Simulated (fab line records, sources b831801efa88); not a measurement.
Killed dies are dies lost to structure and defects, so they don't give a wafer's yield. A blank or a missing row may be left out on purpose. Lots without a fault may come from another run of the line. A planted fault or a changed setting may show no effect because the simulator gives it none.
One fault seen from 2 desks | flow sky130 | each desk has only its own numbers; what lay behind them comes last

THE TOOL OWNER'S DESK: pvd_sputter-04
The tool's own readings at SKY_VIA4_SPUTTER_17 (material TiN, target thk 20 nm, time 80 s): means of the sampled wafers that have a number, for each lot that ran on this tool. A lot is out of limits, marked OUT, if its mean lies more than 4 standard deviations from the usual mean; the brackets give that distance.
Columns: A = chamber_pressure_pa at SKY_VIA4_SPUTTER_17, usual 5.001 Pa; B = throttle_valve_pct at SKY_VIA4_SPUTTER_17, usual 29.9 %
lot  | first seen here | A     | B
L552 | day 43 01:43    | 4.994 | 31.4
L560 | day 45 06:52    | 5.015 | 30.9
L561 | day 45 16:40    | 5.005 | 30.7
L566 | day 46 13:09    | 5.019 | 30.2
L568 | day 47 01:22    | 5.009 | 31.2
This desk's finding: nothing out of limits on any of the 5 lots.

THE METROLOGY DESK
What the gauges read, lot by lot, whatever tool the lot ran on: means of the sampled wafers that have a number. A lot is out of limits, marked OUT, if its mean lies more than 4 standard deviations from the usual mean; the brackets give that distance.
Columns: A = CONTACT_CVD_00_THK at SKY_CONTACT_THK_MEAS_01, usual 75.1 nm
lot  | first seen here | A
L553 | day 30 12:55    | 74.5
L552 | day 30 14:13    | 74.3
L555 | day 31 17:38    | 75.3
L557 | day 32 03:52    | 75.6
L558 | day 32 07:20    | 75.9
L559 | day 32 23:20    | 74.8
L560 | day 33 07:30    | 75.0
L561 | day 33 17:18    | 74.7
L566 | day 34 20:24    | 77.3
L568 | day 35 13:26    | 73.7
L573 | day 37 02:09    | 74.9
L574 | day 37 02:40    | 75.1
L575 | day 37 13:45    | 75.1
This desk's finding: nothing out of limits on any of the 13 lots.

PUT TOGETHER
The tool owner's desk saw nothing out of limits.
The metrology desk saw nothing out of limits.

WHAT THE SIMULATOR HAD PUT IN
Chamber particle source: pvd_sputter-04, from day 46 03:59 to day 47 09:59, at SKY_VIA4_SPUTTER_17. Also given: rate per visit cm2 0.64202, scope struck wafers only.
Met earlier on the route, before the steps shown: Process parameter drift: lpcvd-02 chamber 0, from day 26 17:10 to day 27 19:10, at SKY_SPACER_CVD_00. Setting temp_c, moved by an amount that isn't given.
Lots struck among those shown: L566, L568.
